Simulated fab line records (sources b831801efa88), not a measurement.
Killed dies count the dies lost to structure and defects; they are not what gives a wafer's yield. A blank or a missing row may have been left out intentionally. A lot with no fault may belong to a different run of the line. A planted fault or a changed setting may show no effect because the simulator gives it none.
Chamber matching / flow gf180mcu / GF_V3_CMP_26 on cmp-01 has 4 sister chambers
The step polishes, stops on SiO2, t overpolish 15 s, target thk 0 nm. 8 wafers are shown with their chamber, then 8 later ones without.

## WAFERS PAIRED WITH THEIR CHAMBERS
wafer=L514.3; chamber=0; time to endpoint s (s)=91; motor current A (A)=11.6
wafer=L514.5; chamber=3; time to endpoint s (s)=84; motor current A (A)=11.7
wafer=L524.1; chamber=1; time to endpoint s (s)=85; motor current A (A)=11.8
wafer=L524.6; chamber=2; time to endpoint s (s)=76; motor current A (A)=11.1
wafer=L525.4; chamber=3; time to endpoint s (s)=85; motor current A (A)=11.7
wafer=L525.5; chamber=1; time to endpoint s (s)=83; motor current A (A)=11.9
wafer=L525.6; chamber=0; time to endpoint s (s)=90; motor current A (A)=11.8
wafer=L531.1; chamber=2; time to endpoint s (s)=78; motor current A (A)=11.0

## WAFERS WHOSE CHAMBER IS MISSING
wafer=L531.2; time to endpoint s (s)=87; motor current A (A)=10.7
wafer=L531.6; time to endpoint s (s)=86; motor current A (A)=11.9
wafer=L532.3; time to endpoint s (s)=85; motor current A (A)=11.2
wafer=L532.4; time to endpoint s (s)=89; motor current A (A)=11.6
wafer=L532.5; time to endpoint s (s)=88; motor current A (A)=12.1
wafer=L533.2; time to endpoint s (s)=86; motor current A (A)=12.2
wafer=L533.4; time to endpoint s (s)=79; motor current A (A)=11.2
wafer=L533.6; time to endpoint s (s)=85; motor current A (A)=11.8

## THE CHAMBER EACH PASSED THROUGH
wafer=L531.2; from the rows above=can't be placed: 2 or 3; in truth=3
wafer=L531.6; from the rows above=can't be placed: 1 or 3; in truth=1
wafer=L532.3; from the rows above=can't be placed: 3 or 2 or 1 or 0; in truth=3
wafer=L532.4; from the rows above=0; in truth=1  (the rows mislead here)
wafer=L532.5; from the rows above=can't be placed: 1 or 0 or 3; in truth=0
wafer=L533.2; from the rows above=can't be placed: 1 or 3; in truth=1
wafer=L533.4; from the rows above=2; in truth=2
wafer=L533.6; from the rows above=can't be placed: 1 or 3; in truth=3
1 of 8 placed correctly. Unplaceable from these rows: 6, with the true chamber sitting among the candidates in 6. 1 placed wrongly.
How it was worked out, from the rows above alone: a wafer's distance from a chamber is the root of the sum, over the readings, of the square of ((its reading less the chamber's mean) divided by the reading's scatter). If the next closest chamber is less than 2 further off than the closest, the wafer can't be placed; otherwise it belongs to the closest. Each chamber's mean is taken over the wafers shown for it. The scatter: take each reading less its chamber's mean, square it, sum over the shown wafers, divide by the number of wafers less the number of chambers, and take the root.
